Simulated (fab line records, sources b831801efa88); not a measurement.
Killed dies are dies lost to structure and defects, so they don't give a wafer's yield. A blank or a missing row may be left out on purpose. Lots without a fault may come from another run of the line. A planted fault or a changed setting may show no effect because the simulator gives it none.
fab line records | flow gf180mcu
record lots=12 wafers=36 last_day=34
route steps=602 shown V3@454 M4@456 V5@557 PASSIVATION@600
lots that met no fault: from a run of the same line without faults
start_h: hours from the record's first day to the start of the lot's first wafer shown | wait_h: hours since the lot's step before | " the same as in the row above | L1.1+2: a row that stands for several wafers | - no value, or no start given | * or withheld: withheld | < > ~ a bound
route shown NAME@n: a module of which the file shows steps, and the number in the route of the first | usual: mean/standard deviation of fault-free wafers | same: alike in all rows | chamber/n: place in a boat | sites: the reading at each site | _std_site: their standard deviation | _edge_site: outer sites' mean less inner sites' | radius_mm: how far each site lies from the wafer's centre | mask NAME#n: copy n | behind: the tool/chamber that last shaped the wafer | hold: why the lot was held/for how many hours/how that ended | device: the transistor (n, p or np) that didn't switch | end of line: the same wafers' tests at the end of the route | a step without rows: its recipe alone | killed: dies lost to structure and defects at the first sort, not the wafer's yield | map: a wafer's dies, x killed, . not, _ none there
set.NAME: the setting as run; set.NAME@STEP: as run at that earlier step | model.NAME: the simulator's own value behind a step, which no gauge read
steps of the route over a sample of lots; a table a step, a row a wafer
services: from which hour (start_h, from the record's first day; less than 0 if before it) a tool's chamber was out of use, for how many hours, and why
## steps
# step GF_V3_THK_MEAS_25
# recipe thk_meas_gauge=xrf reads=W_of_V3_CVD_23
# usual V3_W_THK=344/4.8
# columns lot.wafer tool chamber start_h wait_h V3_W_THK[nm]
L397.2 film_metro-01 - 514.42 0.1 351
L397.3 " - " " 351
L397.5 " - " " 352
L399.1 film_metro-01 - 533.94 0.1 344
L399.3 " - " " 342
L399.5 " - " " 344
L400.1 film_metro-03 - 550.57 0.1 347
L400.2 " - " " 344
L400.6 " - " " 346
L402.3 film_metro-01 - 551.69 0.1 338
L402.4 " - " " 337
L402.6 " - " " 334
L403.1 film_metro-01 - 567.15 0.1 343
L403.2 " - " " 338
L403.6 " - " " 336
L405.2 film_metro-01 - 584.90 0.1 342
L405.4 " - " " 341
L405.6 " - " " 340
L406.3 film_metro-03 - 592.08 0.1 346
L406.5 " - " " 349
L406.6 " - " " 341
L408.3 film_metro-03 - 610.75 0.1 351
L408.5 " - " " 351
L408.6 " - " " 348
L415.2 film_metro-04 - 656.45 0.1 345
L415.4 " - " " 342
L415.6 " - " " 346
L416.2 film_metro-01 - 661.81 0.1 339
L416.5 " - " " 342
L416.6 " - " " 349
L417.1 film_metro-04 - 670.23 0.1 340
L417.5 " - " " 335
L417.6 " - " " 339
L420.2 film_metro-04 - 693.29 0.1 340
L420.3 " - " " 348
L420.4 " - " " 339
# step GF_M4_SPUTTER_00
# recipe material=Ti target_thk_nm=37.5 arriving_ion_energy_ev=80 substrate_temp_c=200 chamber_pressure_pa=2 power_w=4000 time_s=150
# usual cathode_dc_power_W=4000.1/0.85 throttle_valve_pct=30.8/0.83
# columns lot.wafer tool chamber start_h wait_h cathode_dc_power_W throttle_valve_pct
L397.2 pvd_sputter-02 - 514.77 0.2 4000.7 30.5
L397.3 " - " " 4000.7 31.1
L397.5 " - " " 3999.5 31.7
L399.1 pvd_sputter-04 - 534.30 0.1 4000.6 31.6
L399.3 " - " " 3999.3 30.2
L399.5 " - " " 3999.9 31.1
L400.1 pvd_sputter-01 - 550.93 0.1 3999.8 31.7
L400.2 " - " " 4001.8 30.5
L400.6 " - " " 4000.5 30.6
L402.3 pvd_sputter-01 - 552.03 0.2 4001.2 30.7
L402.4 " - " " 4001.0 30.6
L402.6 " - " " 4000.0 30.3
L403.1 pvd_sputter-04 - 567.51 0.2 4000.9 28.8
L403.2 " - " " 4000.3 30.0
L403.6 " - " " 4000.7 31.5
L405.2 pvd_sputter-04 - 585.25 0.2 4000.1 31.4
L405.4 " - " " 4000.9 31.5
L405.6 " - " " 4000.3 30.2
L406.3 pvd_sputter-04 - 592.42 0.2 4001.3 30.4
L406.5 " - " " 4000.3 31.2
L406.6 " - " " 3998.6 31.6
L408.3 pvd_sputter-01 - 611.09 0.2 4000.3 30.5
L408.5 " - " " 4001.1 31.9
L408.6 " - " " 4000.8 30.1
L415.2 pvd_sputter-02 - 656.80 0.1 4000.5 31.9
L415.4 " - " " 4000.9 31.8
L415.6 " - " " 3999.3 31.8
L416.2 pvd_sputter-04 - 662.16 0.2 4000.8 31.8
L416.5 " - " " 4000.8 28.7
L416.6 " - " " 4000.1 31.7
L417.1 pvd_sputter-02 - 670.59 0.2 4000.2 31.6
L417.5 " - " " 3998.7 31.0
L417.6 " - " " 4000.3 31.5
L420.2 pvd_sputter-01 - 693.64 0.2 4000.1 30.6
L420.3 " - " " 4000.3 30.5
L420.4 " - " " 4000.1 30.5
# step GF_V5_ETCH_17
# recipe chemistry=C4F8/O2/Ar mask_material=KrF target=SiO2 stop_on=TiN source_w=1500 bias_w=1200 pressure_mtorr=40 c4f8_flow_sccm=withheld O2_flow_sccm=6 Ar_flow_sccm=300 time_s=withheld target_depth_a=8550
# usual chamber_pressure_mTorr=40.00/0.039 oes_product_au=0.860/0.0048
# columns lot.wafer tool chamber start_h wait_h chamber_pressure_mTorr oes_product_au
L397.2 rie_diel-03 1 - - 40.03 0.848
L397.3 " 3 " " 40.01 0.863
L397.5 " 0 " " 39.97 0.855
L399.1 rie_diel-04 0 - - 40.01 0.860
L399.3 " 1 " " 39.97 0.859
L399.5 " 2 " " 40.05 0.858
L400.1 rie_diel-01 3 - - 39.94 0.857
L400.2 " 0 " " 40.07 0.854
L400.6 " 3 " " 39.98 0.857
L402.3 rie_diel-01 1 - - 40.01 0.861
L402.4 " 2 " " 39.89 0.862
L402.6 " 1 " " 39.99 0.856
L403.1 rie_diel-03 0 - - 40.02 0.863
L403.2 " 2 " " 40.04 0.849
L403.6 " 2 " " 39.96 0.855
L405.2 rie_diel-03 2 - - 39.99 0.864
L405.4 " 0 " " 40.03 0.866
L405.6 " 1 " " 40.01 0.858
L406.3 rie_diel-01 2 - - 40.01 0.871
L406.5 " 0 " " 40.04 0.857
L406.6 " 3 " " 40.00 0.865
L408.3 rie_diel-03 2 - - 40.03 0.857
L408.5 " 0 " " 39.98 0.855
L408.6 " 1 " " 40.02 0.861
L415.2 rie_diel-03 1 - - 40.01 0.859
L415.4 " 0 " " 40.02 0.857
L415.6 " 3 " " 40.02 0.859
L416.2 rie_diel-03 0 - - 40.00 0.855
L416.5 " 3 " " 39.96 0.851
L416.6 " 0 " " 39.98 0.862
L417.1 rie_diel-01 3 - - 39.93 0.858
L417.5 " 2 " " 39.93 0.865
L417.6 " 0 " " 40.03 0.855
L420.2 rie_diel-04 1 - - 39.95 0.858
L420.3 " 3 " " 40.03 0.864
L420.4 " 0 " " 39.93 0.869
# step GF_PASSIVATION_ANNEAL_13
# recipe temp_c=400 time_s=1800 ambient=N2/H2 idle_temp_c=300 ramp_up_c_per_min=10 ramp_down_c_per_min=3
# usual ramp_down_c_per_min=3.0001/0.00056 ramp_up_c_per_min=10.000/0.0019
# columns lot.wafer tool chamber start_h wait_h ramp_down_c_per_min ramp_up_c_per_min
L397.2 furnace-01 0 669.97 0.1 2.9992 10.001
L397.3 " 0 " " 3.0002 9.9988
L397.5 " 0 " " 3.0002 10.0000
L399.1 furnace-01 0 685.95 0.1 2.9992 9.9984
L399.3 " 0 " " 3.0008 10.001
L399.5 " 0 " " 3.0004 9.9969
L400.1 furnace-01 0 703.00 0.1 2.9997 10.002
L400.2 " 0 " " 3.0012 10.002
L400.6 " 0 " " 2.9993 9.9978
L402.3 furnace-02 0 703.52 0.0 3.0003 9.9951
L402.4 " 0 " " 3.0007 9.9992
L402.6 " 0 " " 3.0001 9.9998
L403.1 furnace-02 0 714.50 0.1 3.0000 9.9999
L403.2 " 0 " " 3.0002 10.001
L403.6 " 0 " " 2.9991 10.000
L405.2 furnace-02 0 731.10 0.1 3.0004 10.004
L405.4 " 0 " " 2.9997 10.000
L405.6 " 0 " " 2.9992 10.002
L406.3 furnace-01 0 736.66 0.0 3.0000 9.9974
L406.5 " 0 " " 3.0004 9.9985
L406.6 " 0 " " 3.0001 9.9998
L408.3 furnace-01 0 750.27 0.0 3.0005 10.000
L408.5 " 0 " " 2.9997 9.9985
L408.6 " 0 " " 3.0004 10.002
L415.2 furnace-02 - 793.17 0.1 - -
L415.4 " - " " - -
L415.6 " - " " - -
L416.2 furnace-01 - 793.61 0.1 - -
L416.5 " - " " - -
L416.6 " - " " - -
L417.1 furnace-02 - 797.74 0.1 - -
L417.5 " - " " - -
L417.6 " - " " - -
L420.2 furnace-01 0 818.09 0.1 3.0000 9.9987
L420.3 " 0 " " 2.9997 10.001
L420.4 " 0 " " 2.9996 10.002
# step GF_PASSIVATION_BOW_MEAS_14
# recipe mode=bow
# usual PASSIVATION_BOW=135/9.5
# columns lot.wafer tool chamber start_h wait_h PASSIVATION_BOW[um]
L397.2 film_metro-03 - 671.49 0.0 126
L397.3 " - " " 127
L397.5 " - " " 133
L399.1 film_metro-02 - 687.45 0.0 138
L399.3 " - " " 125
L399.5 " - " " 133
L400.1 film_metro-04 - 704.50 0.0 137
L400.2 " - " " 132
L400.6 " - " " 140
L402.3 film_metro-02 - 705.06 0.0 141
L402.4 " - " " 142
L402.6 " - " " 116
L403.1 film_metro-04 - 716.00 0.0 120
L403.2 " - " " 110
L403.6 " - " " 127
L405.2 film_metro-04 - 732.62 0.0 133
L405.4 " - " " 145
L405.6 " - " " 140
L406.3 film_metro-02 - 738.20 0.0 144
L406.5 " - " " 143
L406.6 " - " " 153
L408.3 film_metro-03 - 751.81 0.0 151
L408.5 " - " " 142
L408.6 " - " " 154
L415.2 film_metro-03 - 794.69 0.0 206
L415.4 " - " " 215
L415.6 " - " " 212
L416.2 film_metro-02 - 795.13 0.0 202
L416.5 " - " " 219
L416.6 " - " " 219
L417.1 film_metro-02 - 799.24 0.0 205
L417.5 " - " " 201
L417.6 " - " " 207
L420.2 film_metro-02 - 819.61 0.0 122
L420.3 " - " " 132
L420.4 " - " " 134
## services
# columns tool chamber start_h hours kind
rie_diel-03 2 495.88 2.0 repair
furnace-02 - 501.91 4.4 pm
furnace-01 - 506.95 4.0 pm
pvd_sputter-02 - 507.08 2.2 repair
furnace-02 - 511.96 4.3 pm
pvd_sputter-04 - 546.64 8.8 repair
rie_diel-04 0 551.32 2.2 repair
rie_diel-01 0 554.24 3.2 repair
rie_diel-01 1 554.57 4.8 repair
rie_diel-03 3 563.58 6.5 repair
rie_diel-01 - 566.42 0.5 repair
rie_diel-03 2 575.25 32.8 repair
rie_diel-03 0 608.58 4.6 repair
pvd_sputter-02 - 649.45 1.7 repair
rie_diel-03 2 649.83 10.0 repair
furnace-02 - 668.60 3.5 pm
furnace-01 - 672.72 3.5 pm
pvd_sputter-02 - 673.94 5.4 repair
rie_diel-01 - 697.30 0.1 repair
pvd_sputter-04 - 713.63 0.9 repair
rie_diel-01 - 719.55 0.8 repair
furnace-01 - 740.09 3.6 pm
furnace-02 - 794.67 3.0 pm
pvd_sputter-01 - 807.07 0.7 repair
## key
first_sign step=GF_PASSIVATION_ANNEAL_13 reading=tool_record direction=missing
effect step=GF_PASSIVATION_BOW_MEAS_14 reading=PASSIVATION_BOW direction=up sigmas=7.8 usual=135 struck=210
met_at GF_PASSIVATION_ANNEAL_13
struck_lots L415,L416,L417
not_acting_at GF_V3_THK_MEAS_25,GF_M4_SPUTTER_00,GF_V5_ETCH_17
onset_between 750.27 793.17
fault kind=skipped_step_whole tool=furnace-01,furnace-02 chamber=- onset_h=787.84 steps=GF_PASSIVATION_ANNEAL_13 scope=struck_lots_only
